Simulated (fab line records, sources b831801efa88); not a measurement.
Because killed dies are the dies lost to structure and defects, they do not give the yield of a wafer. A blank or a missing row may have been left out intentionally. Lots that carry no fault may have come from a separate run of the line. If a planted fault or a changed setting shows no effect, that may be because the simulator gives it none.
fab line records + flow sky130
record
- lots=12
- wafers=36
- last_day=50
route steps=708 shown LDD_LDN@293 CONTACT@420 VIA2@508 PAD_OPEN@708
lots that met no fault: taken from a fault-free run of the same line
start_h: hours from the record's first day to the start of the lot's first wafer shown + wait_h: hours elapsed since this lot's preceding step + " same as the row above + L1.1+2: one row covering several wafers at once + - no value, or no start was given + * or withheld: withheld + < > ~ a bound
route shown NAME@n: names a module that has steps shown in the file, with the first one's number in the route + usual: average and standard deviation across the fault-free wafers + same: alike in all rows + chamber/n: place in a boat + sites: readings site by site + _std_site: the standard deviation of these + _edge_site: mean of outer sites minus mean of inner sites + radius_mm: for every site, how far away it sits from the centre of the wafer + mask NAME#n: copy n + behind: the last tool/chamber to shape the wafer + hold: why the lot was held/for how many hours/how that ended + device: whichever transistor did not switch (one of n, p or np) + end of line: tests run on the same wafers once the route is complete + a step given without rows: its recipe and nothing more + killed: count of dies lost to structure and defects at first sort (not the wafer's yield) + map: a wafer's dies, x killed, . not, _ none there
set.NAME: setting as actually run; set.NAME@STEP: the setting as run at that earlier step + model.NAME: the simulator's own value behind a step, which no gauge read
a sample of lots followed through the steps of the route, with each step as a table and each wafer as a row
services: from which hour (start_h, from the record's first day; less than 0 if before it) a tool's chamber was out of use, for how many hours, and why
## steps
# step SKY_LDD_LDN_EXPOSE_04
# recipe
- mask_id=LDNTM
- na=0.6
- source_shape=conventional
- sigma_outer=0.6
- polarization=unpolarized
- target_cd_nm=700
- dose_mj=140
| lot.wafer  | tool             | chamber | start_h | wait_h | mask    |
|------------|------------------|---------|---------|--------|---------|
| L193.1+2+3 | iline_stepper-01 | 0       | 518.69  | -      | LDNTM#0 |
| L196.2+5+6 | iline_stepper-02 | 0       | 550.24  | -      | LDNTM#0 |
| L198.1+4+5 | iline_stepper-01 | 0       | 574.92  | -      | PSDM#0  |
| L199.1+2+4 | iline_stepper-01 | 0       | 579.87  | -      | LDNTM#0 |
| L207.1+4+5 | iline_stepper-02 | 0       | 662.80  | -      | LDNTM#0 |
| L209.2+3+6 | iline_stepper-01 | 0       | 664.22  | -      | LDNTM#0 |
| L206.1+4+5 | iline_stepper-01 | 0       | 666.42  | -      | LDNTM#0 |
| L210.1+3+4 | iline_stepper-02 | 0       | 670.31  | -      | LDNTM#0 |
| L211.1+4+5 | iline_stepper-02 | 0       | 676.22  | -      | LDNTM#0 |
| L213.3+4+6 | iline_stepper-01 | 0       | 687.10  | -      | LDNTM#0 |
| L214.1+2+3 | iline_stepper-01 | 0       | 701.92  | -      | LDNTM#0 |
| L215.2+4+5 | iline_stepper-01 | 0       | 704.58  | -      | LDNTM#0 |
# step SKY_LDD_LDN_OVL_MEAS_07
# usual
- LDD_LDN_OVL=-0.2/1.4
| lot.wafer | tool       | chamber | start_h | wait_h | LDD_LDN_OVL[nm] |
|-----------|------------|---------|---------|--------|-----------------|
| L193.1    | overlay-01 | -       | 534.32  | 0.1    | -1.4            |
| L193.2    | "          | -       | "       | "      | -1.5            |
| L193.3    | "          | -       | "       | "      | -0.5            |
| L196.2    | overlay-02 | -       | 565.38  | 0.1    | -0.6            |
| L196.5    | "          | -       | "       | "      | 0.4             |
| L196.6    | "          | -       | "       | "      | -1.2            |
| L198.1    | overlay-01 | -       | 589.27  | 0.1    | -               |
| L198.4    | "          | -       | "       | "      | -               |
| L198.5    | "          | -       | "       | "      | -               |
| L199.1    | overlay-02 | -       | 594.87  | 0.1    | 1.1             |
| L199.2    | "          | -       | "       | "      | 3.1             |
| L199.4    | "          | -       | "       | "      | 0.2             |
| L207.1    | overlay-01 | -       | 676.42  | 0.1    | 0.0             |
| L207.4    | "          | -       | "       | "      | -0.3            |
| L207.5    | "          | -       | "       | "      | -0.9            |
| L209.2    | overlay-02 | -       | 677.83  | 0.1    | 0.0             |
| L209.3    | "          | -       | "       | "      | 2.0             |
| L209.6    | "          | -       | "       | "      | 1.0             |
| L206.1    | overlay-02 | -       | 680.74  | 0.1    | -0.9            |
| L206.4    | "          | -       | "       | "      | -2.1            |
| L206.5    | "          | -       | "       | "      | -2.0            |
| L210.1    | overlay-02 | -       | 684.12  | 0.1    | -1.7            |
| L210.3    | "          | -       | "       | "      | -1.6            |
| L210.4    | "          | -       | "       | "      | -2.7            |
| L211.1    | overlay-02 | -       | 689.87  | 0.1    | -1.6            |
| L211.4    | "          | -       | "       | "      | -0.6            |
| L211.5    | "          | -       | "       | "      | -2.3            |
| L213.3    | overlay-02 | -       | 700.98  | 0.1    | 0.1             |
| L213.4    | "          | -       | "       | "      | 1.2             |
| L213.6    | "          | -       | "       | "      | 0.8             |
| L214.1    | overlay-01 | -       | 715.57  | 0.1    | -0.7            |
| L214.2    | "          | -       | "       | "      | 0.0             |
| L214.3    | "          | -       | "       | "      | -0.8            |
| L215.2    | overlay-01 | -       | 718.18  | 0.1    | -1.9            |
| L215.4    | "          | -       | "       | "      | -0.4            |
| L215.5    | "          | -       | "       | "      | -0.8            |
# step SKY_LDD_LDN_TW_MEAS_13
# usual
- LDD_LDN_TW=1490/7.6
| lot.wafer | tool          | chamber | start_h | wait_h | LDD_LDN_TW |
|-----------|---------------|---------|---------|--------|------------|
| L193.1    | film_metro-02 | -       | 535.06  | 0.1    | 1490       |
| L193.2    | "             | -       | "       | "      | 1501       |
| L193.3    | "             | -       | "       | "      | 1493       |
| L196.2    | film_metro-04 | -       | 566.12  | 0.1    | 1478       |
| L196.5    | "             | -       | "       | "      | 1485       |
| L196.6    | "             | -       | "       | "      | 1482       |
| L198.1    | film_metro-01 | -       | 590.01  | 0.1    | 30         |
| L198.4    | "             | -       | "       | "      | 30         |
| L198.5    | "             | -       | "       | "      | 30         |
| L199.1    | film_metro-04 | -       | 595.61  | 0.1    | 1495       |
| L199.2    | "             | -       | "       | "      | 1497       |
| L199.4    | "             | -       | "       | "      | 1493       |
| L207.1    | film_metro-02 | -       | 677.16  | 0.1    | 1499       |
| L207.4    | "             | -       | "       | "      | 1496       |
| L207.5    | "             | -       | "       | "      | 1498       |
| L209.2    | film_metro-04 | -       | 678.57  | 0.1    | 1484       |
| L209.3    | "             | -       | "       | "      | 1493       |
| L209.6    | "             | -       | "       | "      | 1495       |
| L206.1    | film_metro-01 | -       | 681.47  | 0.1    | 1488       |
| L206.4    | "             | -       | "       | "      | 1490       |
| L206.5    | "             | -       | "       | "      | 1480       |
| L210.1    | film_metro-04 | -       | 684.86  | 0.1    | 1489       |
| L210.3    | "             | -       | "       | "      | 1491       |
| L210.4    | "             | -       | "       | "      | 1492       |
| L211.1    | film_metro-02 | -       | 690.61  | 0.1    | 1494       |
| L211.4    | "             | -       | "       | "      | 1497       |
| L211.5    | "             | -       | "       | "      | 1489       |
| L213.3    | film_metro-04 | -       | 701.73  | 0.1    | 1490       |
| L213.4    | "             | -       | "       | "      | 1487       |
| L213.6    | "             | -       | "       | "      | 1479       |
| L214.1    | film_metro-02 | -       | 716.31  | 0.1    | 1501       |
| L214.2    | "             | -       | "       | "      | 1493       |
| L214.3    | "             | -       | "       | "      | 1498       |
| L215.2    | film_metro-01 | -       | 718.92  | 0.1    | 1476       |
| L215.4    | "             | -       | "       | "      | 1488       |
| L215.5    | "             | -       | "       | "      | 1489       |
# step SKY_CONTACT_CD_MEAS_14
# recipe
- target_cd_nm=170
# usual
- cd_nm=170.1/1.9
| lot.wafer | tool      | chamber | start_h | wait_h | cd_nm |
|-----------|-----------|---------|---------|--------|-------|
| L193.1    | cd_sem-02 | -       | 741.47  | -      | 171.4 |
| L193.2    | "         | -       | "       | "      | 171.8 |
| L193.3    | "         | -       | "       | "      | 171.5 |
| L196.2    | cd_sem-02 | -       | 770.89  | -      | 171.1 |
| L196.5    | "         | -       | "       | "      | 169.8 |
| L196.6    | "         | -       | "       | "      | 169.3 |
| L198.1    | cd_sem-01 | -       | 791.87  | -      | 170.1 |
| L198.4    | "         | -       | "       | "      | 169.4 |
| L198.5    | "         | -       | "       | "      | 170.5 |
| L199.1    | cd_sem-02 | -       | 797.09  | -      | 174.2 |
| L199.2    | "         | -       | "       | "      | 171.9 |
| L199.4    | "         | -       | "       | "      | 172.2 |
| L207.1    | cd_sem-01 | -       | 872.74  | -      | 169.0 |
| L207.4    | "         | -       | "       | "      | 170.1 |
| L207.5    | "         | -       | "       | "      | 169.8 |
| L209.2    | cd_sem-02 | -       | 873.56  | -      | 172.2 |
| L209.3    | "         | -       | "       | "      | 171.8 |
| L209.6    | "         | -       | "       | "      | 171.7 |
| L206.1    | cd_sem-01 | -       | 876.54  | -      | 170.7 |
| L206.4    | "         | -       | "       | "      | 170.8 |
| L206.5    | "         | -       | "       | "      | 170.5 |
| L210.1    | cd_sem-02 | -       | 881.49  | -      | 168.7 |
| L210.3    | "         | -       | "       | "      | 168.2 |
| L210.4    | "         | -       | "       | "      | 167.9 |
| L211.1    | cd_sem-01 | -       | 882.99  | -      | 171.1 |
| L211.4    | "         | -       | "       | "      | 171.0 |
| L211.5    | "         | -       | "       | "      | 172.1 |
| L213.3    | cd_sem-01 | -       | 894.03  | -      | 168.7 |
| L213.4    | "         | -       | "       | "      | 167.7 |
| L213.6    | "         | -       | "       | "      | 166.9 |
| L214.1    | cd_sem-01 | -       | 908.74  | -      | 167.8 |
| L214.2    | "         | -       | "       | "      | 168.5 |
| L214.3    | "         | -       | "       | "      | 168.0 |
| L215.2    | cd_sem-01 | -       | 909.94  | -      | 170.4 |
| L215.4    | "         | -       | "       | "      | 168.9 |
| L215.5    | "         | -       | "       | "      | 171.5 |
# step SKY_CONTACT_ETCH_16
# recipe
- chemistry=N2/H2
- target=BARC
- ion_energy_ev=200
- source_w=500
- bias_w=100
- pressure_mtorr=30
- n2_flow_sccm=100
- h2_flow_sccm=200
- stop_on=SiO2
- time_s=45.9
- target_depth_a=600
# usual
- drypump_motor_current_A=5.5/0.39
- oes_product_au=0.855/0.0049
- throttle_valve_pct=13.225/0.0093
| lot.wafer | tool        | chamber | start_h | wait_h | drypump_motor_current_A | oes_product_au | rf_hours_counter_h | throttle_valve_pct |
|-----------|-------------|---------|---------|--------|-------------------------|----------------|--------------------|--------------------|
| L193.1    | rie_diel-04 | 0       | 741.63  | 0.0    | 5.0                     | 0.846          | 16                 | 13.229             |
| L193.2    | "           | 3       | "       | "      | 5.0                     | 0.856          | 7                  | 13.205             |
| L193.3    | "           | 1       | "       | "      | 5.7                     | 0.850          | 10                 | 13.230             |
| L196.2    | rie_diel-04 | 1       | 771.03  | 0.0    | 5.7                     | 0.861          | 11                 | 13.207             |
| L196.5    | "           | 2       | "       | "      | 5.3                     | 0.852          | -                  | 13.221             |
| L196.6    | "           | 3       | "       | "      | 5.0                     | 0.850          | -                  | 13.208             |
| L198.1    | rie_diel-03 | 0       | 792.03  | 0.0    | 5.9                     | 0.852          | 27                 | 13.223             |
| L198.4    | "           | 1       | "       | "      | 5.4                     | 0.852          | 7                  | 13.217             |
| L198.5    | "           | 0       | "       | "      | 5.9                     | 0.850          | -                  | 13.236             |
| L199.1    | rie_diel-04 | 3       | 797.25  | 0.0    | 5.0                     | 0.858          | 9                  | 13.223             |
| L199.2    | "           | 2       | "       | "      | 5.3                     | 0.853          | 16                 | 13.222             |
| L199.4    | "           | 0       | "       | "      | 5.0                     | 0.855          | 17                 | 13.223             |
| L207.1    | rie_diel-03 | 3       | 872.90  | 0.0    | 5.4                     | 0.853          | 13                 | 13.227             |
| L207.4    | "           | 1       | "       | "      | 5.4                     | 0.858          | -                  | 13.226             |
| L207.5    | "           | 1       | "       | "      | 5.4                     | 0.855          | -                  | 13.226             |
| L209.2    | rie_diel-02 | 3       | 873.70  | 0.0    | 6.0                     | 0.848          | 14                 | 13.228             |
| L209.3    | "           | 2       | "       | "      | 6.3                     | 0.859          | -                  | 13.227             |
| L209.6    | "           | 3       | "       | "      | 6.0                     | 0.864          | -                  | 13.219             |
| L206.1    | rie_diel-02 | 3       | 876.70  | 0.0    | 6.1                     | 0.854          | 14                 | 13.233             |
| L206.4    | "           | 3       | "       | "      | 6.0                     | 0.850          | -                  | 13.205             |
| L206.5    | "           | 1       | "       | "      | 5.4                     | 0.856          | -                  | 13.231             |
| L210.1    | rie_diel-02 | 2       | 881.64  | 0.0    | 6.2                     | 0.854          | 10                 | 13.233             |
| L210.3    | "           | 3       | "       | "      | 6.1                     | 0.853          | 15                 | 13.221             |
| L210.4    | "           | 3       | "       | "      | 6.0                     | 0.857          | -                  | 13.203             |
| L211.1    | rie_diel-03 | 3       | 883.14  | 0.0    | 5.4                     | 0.858          | 14                 | 13.212             |
| L211.4    | "           | 1       | "       | "      | 5.4                     | 0.858          | -                  | 13.223             |
| L211.5    | "           | 0       | "       | "      | 6.0                     | 0.862          | -                  | 13.232             |
| L213.3    | rie_diel-03 | 0       | 894.14  | 0.0    | 5.9                     | 0.860          | 1                  | 13.219             |
| L213.4    | "           | 0       | "       | "      | 5.9                     | 0.855          | -                  | 13.224             |
| L213.6    | "           | 3       | "       | "      | 5.4                     | 0.856          | -                  | 13.238             |
| L214.1    | rie_diel-02 | 3       | 908.90  | 0.0    | 6.0                     | 0.858          | 16                 | 13.241             |
| L214.2    | "           | 1       | "       | "      | 5.4                     | 0.862          | 14                 | 13.223             |
| L214.3    | "           | 0       | "       | "      | 5.9                     | 0.860          | 10                 | 13.216             |
| L215.2    | rie_diel-03 | 1       | 910.08  | 0.0    | 5.4                     | 0.858          | 12                 | 13.241             |
| L215.4    | "           | 0       | "       | "      | 5.9                     | 0.850          | 2                  | 13.221             |
| L215.5    | "           | 1       | "       | "      | 5.4                     | 0.852          | -                  | 13.232             |
# step SKY_VIA2_THK_MEAS_01
# recipe
- reads=SiO2_of_VIA2_HDPCVD_00
# usual
- VIA2_HDPCVD_THK=1179/13
| lot.wafer | tool          | chamber | start_h | wait_h | VIA2_HDPCVD_THK[nm] |
|-----------|---------------|---------|---------|--------|---------------------|
| L193.1    | film_metro-01 | -       | 826.95  | 0.1    | 1188                |
| L193.2    | "             | -       | "       | "      | 1186                |
| L193.3    | "             | -       | "       | "      | 1194                |
| L196.2    | film_metro-04 | -       | 855.51  | 0.1    | 1159                |
| L196.5    | "             | -       | "       | "      | 1170                |
| L196.6    | "             | -       | "       | "      | 1158                |
| L198.1    | film_metro-04 | -       | 876.61  | 0.1    | 1205                |
| L198.4    | "             | -       | "       | "      | 1182                |
| L198.5    | "             | -       | "       | "      | 1177                |
| L199.1    | film_metro-04 | -       | 881.75  | 0.1    | 1174                |
| L199.2    | "             | -       | "       | "      | 1163                |
| L199.4    | "             | -       | "       | "      | 1161                |
| L207.1    | film_metro-01 | -       | 953.60  | 0.1    | 1150                |
| L207.4    | "             | -       | "       | "      | 1187                |
| L207.5    | "             | -       | "       | "      | 1170                |
| L209.2    | film_metro-04 | -       | 954.60  | 0.1    | 1166                |
| L209.3    | "             | -       | "       | "      | 1192                |
| L209.6    | "             | -       | "       | "      | 1167                |
| L206.1    | film_metro-04 | -       | 957.30  | 0.1    | 1187                |
| L206.4    | "             | -       | "       | "      | 1199                |
| L206.5    | "             | -       | "       | "      | 1170                |
| L210.1    | film_metro-04 | -       | 962.80  | 0.1    | 1183                |
| L210.3    | "             | -       | "       | "      | 1172                |
| L210.4    | "             | -       | "       | "      | 1183                |
| L211.1    | film_metro-02 | -       | 963.70  | 0.1    | 1177                |
| L211.4    | "             | -       | "       | "      | 1187                |
| L211.5    | "             | -       | "       | "      | 1161                |
| L213.3    | film_metro-02 | -       | 973.47  | 0.1    | 1174                |
| L213.4    | "             | -       | "       | "      | 1188                |
| L213.6    | "             | -       | "       | "      | 1178                |
| L214.1    | film_metro-02 | -       | 988.75  | 0.1    | 1182                |
| L214.2    | "             | -       | "       | "      | 1177                |
| L214.3    | "             | -       | "       | "      | 1163                |
| L215.2    | film_metro-01 | -       | 990.55  | 0.1    | 1173                |
| L215.4    | "             | -       | "       | "      | 1173                |
| L215.5    | "             | -       | "       | "      | 1168                |
# step SKY_PAD_OPEN_PROBE_99
# usual
- killed_at_M0_to_M3=43/7.7
- killed_at_M4_up=3.4/1.9
- killed_at_contacts=25/5.6
- killed_at_front_end=14/4.3
- killed_at_other=0.2/0.5
- killed_dies=86/10
- killed_on_rim=17/4.1
- killed_open=47/7.2
- killed_short=39/6.7
# same
- gross_dies=492
- killed_at_back_side=0
| lot.wafer | tool      | chamber | start_h | wait_h | killed_at_M0_to_M3 | killed_at_M4_up | killed_at_contacts | killed_at_front_end | killed_at_other | killed_dies | killed_on_rim | killed_open | killed_short |
|-----------|-----------|---------|---------|--------|--------------------|-----------------|--------------------|---------------------|-----------------|-------------|---------------|-------------|--------------|
| L198.1    | prober-02 | -       | 1120.33 | 0.1    | 53                 | 2               | 31                 | 406                 | 0               | 492         | 96            | 57          | 41           |
| L198.4    | prober-02 | -       | 1120.48 | 0.2    | 41                 | 1               | 25                 | 424                 | 1               | 492         | 96            | 40          | 41           |
| L198.5    | prober-02 | -       | 1120.53 | 0.2    | 47                 | 1               | 24                 | 420                 | 0               | 492         | 96            | 48          | 36           |
# killed by level:class
L198.1 LDD_LDN:area_expose=394 VIA1:geometric_particle:open=16 CONTACT:geometric_particle:open=15 LI_CONTACT:geometric_particle:open=7 METAL1:geometric_particle:short=7 VIA2:geometric_particle:open=6 VIA3:geometric_particle:short=6 CONTACT:geometric_particle:short=5
L198.4 LDD_LDN:area_expose=411 CONTACT:geometric_particle:open=11 VIA2:geometric_particle:open=10 VIA1:geometric_particle:open=9 FIELD_ISO:geometric_particle:short=6 METAL2:geometric_particle:short=6 LOCAL_INTERCONNECT:geometric_particle:short=5 CONTACT:geometric_particle:short=5
L198.5 LDD_LDN:area_expose=408 VIA1:geometric_particle:open=10 CONTACT:geometric_particle:open=8 VIA2:geometric_particle:short=6 LI_CONTACT:geometric_particle:open=6 VIA2:geometric_particle:open=6 POLY_GATE:geometric_particle:short=4 VIA3:geometric_particle:open=4
## services
| tool             | chamber | start_h | hours | kind   |
|------------------|---------|---------|-------|--------|
| rie_diel-02      | 1       | 504.73  | 3.5   | repair |
| rie_diel-02      | 2       | 513.66  | 10.8  | repair |
| iline_stepper-02 | -       | 571.78  | 12.4  | repair |
| iline_stepper-02 | -       | 590.50  | 1.7   | pm     |
| iline_stepper-01 | -       | 600.72  | 1.7   | pm     |
| rie_diel-03      | 1       | 628.60  | 11.6  | repair |
| rie_diel-03      | 0       | 632.41  | 2.9   | repair |
| rie_diel-02      | 1       | 636.88  | 1.5   | repair |
| rie_diel-02      | -       | 665.87  | 2.8   | pm     |
| rie_diel-02      | 0       | 690.19  | 9.3   | repair |
| rie_diel-02      | 2       | 695.12  | 6.3   | repair |
| iline_stepper-02 | -       | 695.80  | 12.3  | repair |
| iline_stepper-01 | -       | 706.02  | 0.8   | repair |
| rie_diel-02      | 1       | 706.11  | 7.7   | repair |
| iline_stepper-01 | -       | 722.84  | 4.1   | repair |
| rie_diel-03      | 3       | 732.77  | 3.8   | repair |
| rie_diel-02      | 1       | 743.77  | 8.0   | repair |
| iline_stepper-01 | -       | 746.12  | 3.4   | repair |
| rie_diel-03      | 2       | 766.97  | 14.4  | repair |
| rie_diel-02      | -       | 776.58  | 2.3   | repair |
| rie_diel-02      | 3       | 779.52  | 8.4   | repair |
| iline_stepper-01 | -       | 818.90  | 1.7   | pm     |
| iline_stepper-01 | -       | 858.06  | 8.5   | repair |
| rie_diel-03      | 2       | 871.72  | 34.7  | repair |
## key
first_sign
- step=SKY_LDD_LDN_EXPOSE_04
- reading=mask
- direction=changed
effect
- step=SKY_LDD_LDN_OVL_MEAS_07
- reading=LDD_LDN_OVL
- direction=missing
effect
- step=SKY_LDD_LDN_TW_MEAS_13
- reading=LDD_LDN_TW
- direction=down
- sigmas=99+
- usual=1490
- struck=30
effect
- step=SKY_PAD_OPEN_PROBE_99
- reading=killed_at_front_end
- direction=up
- sigmas=93
- usual=14
- struck=417
more_kills_born_at
- SKY_LDD_LDN_EXPOSE_04@iline_stepper-01=1213
met_at SKY_LDD_LDN_EXPOSE_04
struck_lots L198
tester_left_out L198
not_acting_at SKY_CONTACT_CD_MEAS_14,SKY_CONTACT_ETCH_16,SKY_VIA2_THK_MEAS_01
onset_between 518.69 574.92
fault
- kind=wrong_mask
- tool=any
- chamber=-
- onset_h=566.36
- steps=SKY_LDD_LDN_EXPOSE_04
- aux_copy=PSDM#0
- scope=struck_lots_only
# tester_left_out: of these lots the tester's yield and bins aren't shown, on N5 and GAA mostly nor the transistor test; their killed dies are dies lost to structure and defects alone, not to doping, threshold or leakage, so they don't give the yield
